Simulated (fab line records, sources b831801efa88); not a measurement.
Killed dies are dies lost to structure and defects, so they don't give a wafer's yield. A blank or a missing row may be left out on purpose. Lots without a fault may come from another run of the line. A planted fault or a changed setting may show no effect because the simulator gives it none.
Problem report in the 8D (eight disciplines) form, filled by code | flow sky130 | the parts of the form that need people (team, actions taken, sign-off) are left out

1. THE PROBLEM
VT_ADJUST_LVTN_2_TW at SKY_VT_ADJUST_LVTN_TW_MEAS_21 reads a mean of 202.0 on 6 wafers of 2 lots; wafers without a fault read 189.1 with a standard deviation of 1.1. That is +12 standard deviations from the usual mean.
First seen on wafer L433.1, day 10 19:18, on film_metro-01. The record holds 39 wafers of 13 lots with a number at this step. Rule for "out", or "out of limits": more than 4 standard deviations from the usual mean. The other wafers with a number count as sound.

2. WHAT IT IS AND WHAT IT IS NOT
question                    | is                     | is not
which readings at this step | VT_ADJUST_LVTN_2_TW    | -
which lots                  | L433, L435             | L422, L423, L424, L425, L428, L432, L434, L436, L442, L444, L445
which wafers of those lots  | all that have a number | -
read on which gauges        | film_metro-01          | film_metro-03, film_metro-04
when                        | from day 10 19:18      | up to then (18 sound wafers); but 15 sound wafers of L434, L436, L442, L444, L445 came after

3. SUSPECTS, AND WHAT RULES EACH OUT
Counting: a tool at a process step up to the reading stays a suspect if it ran every lot that is out and no sound lot after the first of them.
- the gauge at SKY_VT_ADJUST_LVTN_TW_MEAS_21: ruled out. All the wafers that are out were read on film_metro-01, but those of them that SKY_VT_ADJUST_LVTN_IMPLANT_19 has rows for are out there too, on other tools.
- implanter-01 at SKY_VT_ADJUST_LVTN_IMPLANT_19: ruled out as a lasting fault. Sound lots L442, L445 ran on it after its first lot that is out, L433 (day 10 19:03).
Left after counting: nothing in the record.

4. THE CAUSE (what the simulator had put in)
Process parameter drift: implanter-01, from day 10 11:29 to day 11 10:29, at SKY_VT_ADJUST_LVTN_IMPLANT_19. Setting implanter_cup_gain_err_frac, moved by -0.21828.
Counting ruled it out, wrongly: the rule takes a fault to strike every lot that its tool runs from its start on, and this one did not.

5. THE CHAIN OF EFFECTS, in route order
Each row: a reading whose mean over the struck wafers that have a number lies more than 3 standard deviations from the usual. Only readings for which the record gives a usual standard deviation are gone through. hours: the time from each lot's start at the first step in this table that gives one to its start at this step, as a median over the lots. sigmas: the change in usual standard deviations.
hours | step                          | reading             | usual   | on struck wafers | change | sigmas
0     | SKY_VT_ADJUST_LVTN_IMPLANT_19 | beam_on_s           | 10.00 s | 12.60            | +2.60  | +11
0     | SKY_VT_ADJUST_LVTN_IMPLANT_19 | faraday_current_uA  | 3.66    | 2.91             | -0.75  | -9.3
0     | SKY_VT_ADJUST_LVTN_TW_MEAS_21 | VT_ADJUST_LVTN_2_TW | 189.1   | 202.0            | +12.9  | +12
The process steps in it:
- SKY_VT_ADJUST_LVTN_IMPLANT_19
Later measuring or inspecting steps at which every struck wafer that the step has a row for has a number for every such reading, and none has moved that far: SKY_VT_ADJUST_HVTR_TW_MEAS_11.

6. WHAT WOULD HAVE CAUGHT IT SOONER
In this record the first reading out of limits at a measuring or inspecting step was taken at day 10 19:18, 8 hours after the fault began at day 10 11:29.
The tool's own readings at SKY_VT_ADJUST_LVTN_IMPLANT_19 were out on every struck wafer that the step has a row for (beam_on_s, faraday_current_uA): an alarm limit on them would have fired on the first of those.
